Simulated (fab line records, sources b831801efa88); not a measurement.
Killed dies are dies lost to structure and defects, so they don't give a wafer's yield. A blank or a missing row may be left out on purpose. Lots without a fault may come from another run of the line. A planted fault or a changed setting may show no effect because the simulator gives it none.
Split-lot experiment | flow gf180mcu | 5 lots, 23 wafers read, on a route of 602 steps

THE SPLIT
At GF_M1_SPUTTER_01 (material TiN, target thk 30 nm, time 25 s), the setting power_w was moved away from the recipe's 6500 W on 6 of the 23 wafers read, by -7.4% to +4.0%. The other wafers ran this setting at the recipe's value.

The reading is taken at the split's own step.

THE READING
TiN_of_M1_SPUTTER_01.thk_nm (the simulator's own value, which no gauge read), in nm, at GF_M1_SPUTTER_01 (material TiN, target thk 30 nm, time 25 s). The file gives no usual value for it. The 17 wafers here that ran the recipe average 29.94 nm, standard deviation 0.4 nm.

wafer  | tool, chamber at the split | power_w as run, W | against the recipe | TiN_of_M1_SPUTTER_01.thk_nm, nm | against lot-mates on the recipe
L076.3 | pvd_sputter-03, -          | 6500              | recipe             | 30                              | -
L076.4 | pvd_sputter-03, -          | 6500              | recipe             | 29.69                           | -
L076.6 | pvd_sputter-03, -          | 6500              | recipe             | 29.92                           | -
L075.1 | pvd_sputter-02, -          | 6500              | recipe             | 30.41                           | -
L075.3 | pvd_sputter-02, -          | 6500              | recipe             | 30.66                           | -
L075.4 | pvd_sputter-02, -          | 6500              | recipe             | 30.35                           | -
L075.5 | pvd_sputter-02, -          | 6500              | recipe             | 30.4                            | -
L075.6 | pvd_sputter-02, -          | 6500              | recipe             | 29.96                           | -
L079.2 | pvd_sputter-02, -          | 6500              | recipe             | 30.57                           | -
L079.3 | pvd_sputter-02, -          | 6018              | -7.4%              | 28.08                           | -2.22
L079.4 | pvd_sputter-02, -          | 6018              | -7.4%              | 28.23                           | -2.07
L079.5 | pvd_sputter-02, -          | 6500              | recipe             | 30.02                           | -
L079.6 | pvd_sputter-02, -          | 6018              | -7.4%              | 28.31                           | -1.99
L083.1 | pvd_sputter-03, -          | 6500              | recipe             | 29.71                           | -
L083.2 | pvd_sputter-03, -          | 6500              | recipe             | 29.39                           | -
L083.3 | pvd_sputter-03, -          | 6500              | recipe             | 29.61                           | -
L083.5 | pvd_sputter-03, -          | 6500              | recipe             | 29.79                           | -
L083.6 | pvd_sputter-03, -          | 6500              | recipe             | 29.57                           | -
L084.1 | pvd_sputter-03, -          | 6761              | +4.0%              | 30.98                           | +1.50
L084.2 | pvd_sputter-03, -          | 6761              | +4.0%              | 31.07                           | +1.59
L084.3 | pvd_sputter-03, -          | 6500              | recipe             | 29.67                           | -
L084.4 | pvd_sputter-03, -          | 6500              | recipe             | 29.29                           | -
L084.6 | pvd_sputter-03, -          | 6761              | +4.0%              | 30.85                           | +1.37

THE FIT
A straight line over all 23 wafers: TiN_of_M1_SPUTTER_01.thk_nm changes by +0.239 nm for each +1% of power_w; r = +0.90; the points scatter about the line by 0.36 nm.
The same after taking each lot's own level away (the mean of its wafers on the recipe; 23 wafers): +0.304 nm for each +1%; r = +0.98; scatter 0.21 nm.
On that fit, the largest move of power_w shifts the reading by 2.3 nm.
The lots' own levels span 29.480 to 30.356 nm, that is 2.2 times the standard deviation above.
So the lot-to-lot level changes the slope: the two fits differ.
Check: with one of the wafers moved furthest among these (-7.4%) left out of the fit, the line predicts -2.2 nm for it against its lot-mates. It came out at -2.22 nm against them.

OTHER SPLITS ON THESE WAFERS
These wafers also went through other splits before the reading. Each is held against what the fit with the lots' levels taken away leaves over:
other split on the same wafers        | wafers away from the commonest value | r with TiN_of_M1_SPUTTER_01.thk_nm (lot level and that fit taken away)
GF_VT_IMPLANT_STRIP_31 pressure_mtorr | 5                                    | +0.12
GF_POLY_GATE_COAT_05 resist_thk_nm    | 10                                   | +0.07
GF_POLY_GATE_ETCH_13 over_etch_frac   | 8                                    | -0.11
GF_HV_LDD_DEVELOP_30 develop_time_s   | 8                                    | -0.30
GF_HV_LDD_IMPLANT_48 energy_kev       | 4                                    | -0.20
GF_CONTACT_CMP_04 leave_above_ref_nm  | 7                                    | +0.17
GF_CONTACT_ETCH_16 source_w           | 3                                    | +0.05
GF_M1_SPUTTER_00 power_w              | 9                                    | +0.06

THE FILE'S OWN FIT
TiN_of_M1_SPUTTER_01.thk_nm changes by +0.301 nm for each +1% of power_w, r = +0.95.
